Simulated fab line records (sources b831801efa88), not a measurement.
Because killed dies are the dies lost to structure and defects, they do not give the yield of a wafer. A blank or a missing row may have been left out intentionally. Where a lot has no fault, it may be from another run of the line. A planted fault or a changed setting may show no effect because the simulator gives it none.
Which tool did it? -- flow sky130 -- 6 lots, 17 wafers sampled, at 4 steps of a route of 708

== WHAT THE GAUGES SHOWED, per wafer ==
SKY_CONTACT_THK_MEAS_03.
lot,measured,on,CONTACT_HDPCVD_THK (nm)
L498,day 33 09:29,film_metro-02,917 568 917 567
L506,day 35 06:36,film_metro-01,566 578 573
L509,day 36 11:47,film_metro-02,565 567 560
L510,day 36 22:23,film_metro-01,576 575 576
L513,day 37 04:19,film_metro-02,563 567 567
L515,day 37 17:31,film_metro-02,569 564 569

== EACH LOT AND THE TOOL THAT RAN IT (in order: tool; ch and the chambers of the sampled wafers; start) ==
lot,SKY_LI_CONTACT_CMP_24,SKY_CONTACT_CVD_00,SKY_CONTACT_HDPCVD_02
L498,"cmp-01 ch 1,2, day 32 05:11","pecvd-02 ch 0,2, day 33 09:19","hdpcvd-02 ch 1,2, day 33 09:25"
L506,"cmp-01 ch 1,2,3, day 34 02:26","pecvd-01 ch 1,2, day 35 06:25","hdpcvd-01 ch 0,1,2, day 35 06:32"
L509,"cmp-02 ch 0,1,2, day 35 08:02","pecvd-04 ch 0,1,2, day 36 11:37","hdpcvd-02 ch 0,1,2, day 36 11:43"
L510,"cmp-02 ch 0,1, day 35 19:29","pecvd-01 ch 0,2, day 36 22:12","hdpcvd-01 ch 0,2, day 36 22:18"
L513,"cmp-01 ch 0,1, day 36 00:46","pecvd-01 ch 0,1,2, day 37 04:08","hdpcvd-02 ch 0,1,2, day 37 04:15"
L515,"cmp-01 ch 0,1,3, day 36 13:47","pecvd-02 ch 1,2, day 37 17:21","hdpcvd-01 ch 1,2, day 37 17:27"
- SKY_LI_CONTACT_CMP_24: polishes, stops on PSG, t overpolish 20 s, target thk 0 nm.
- SKY_CONTACT_CVD_00: deposits Si3N4, target thk 75 nm.
- SKY_CONTACT_HDPCVD_02: deposits SiO2, target thk 565 nm, time 94.2 s.

== THE ANSWER, worked out from the rows above alone ==
Rule: what is usual is taken from the lots themselves. The widest of any qualifying gaps counts: lots, ordered by their means at a reading, are off when they make up no more than a third of the lots, leave a main group of 4 or more, and stand apart from it by 3 or more times the standard deviation of that group's means. A main group whose means are all the same, to the digits that the tables above print for the reading, isn't used. A lot without any number at a reading at which 4 lots or more have one is off too. Where the step has rows for the other lots, those lots are counted as sound.
Off: L498, at SKY_CONTACT_THK_MEAS_03 (CONTACT_HDPCVD_THK). For the main group the mean is 569 nm and the standard deviation 4.3.
A tool fits if, at a process step before that reading, it ran every lot that is off, and no sound lot after the first of them. Gauges at SKY_CONTACT_THK_MEAS_03: tried the same way as those tools. Not one of the candidates tried fits.

== WHAT HAD BEEN PUT IN BY THE SIMULATOR ==
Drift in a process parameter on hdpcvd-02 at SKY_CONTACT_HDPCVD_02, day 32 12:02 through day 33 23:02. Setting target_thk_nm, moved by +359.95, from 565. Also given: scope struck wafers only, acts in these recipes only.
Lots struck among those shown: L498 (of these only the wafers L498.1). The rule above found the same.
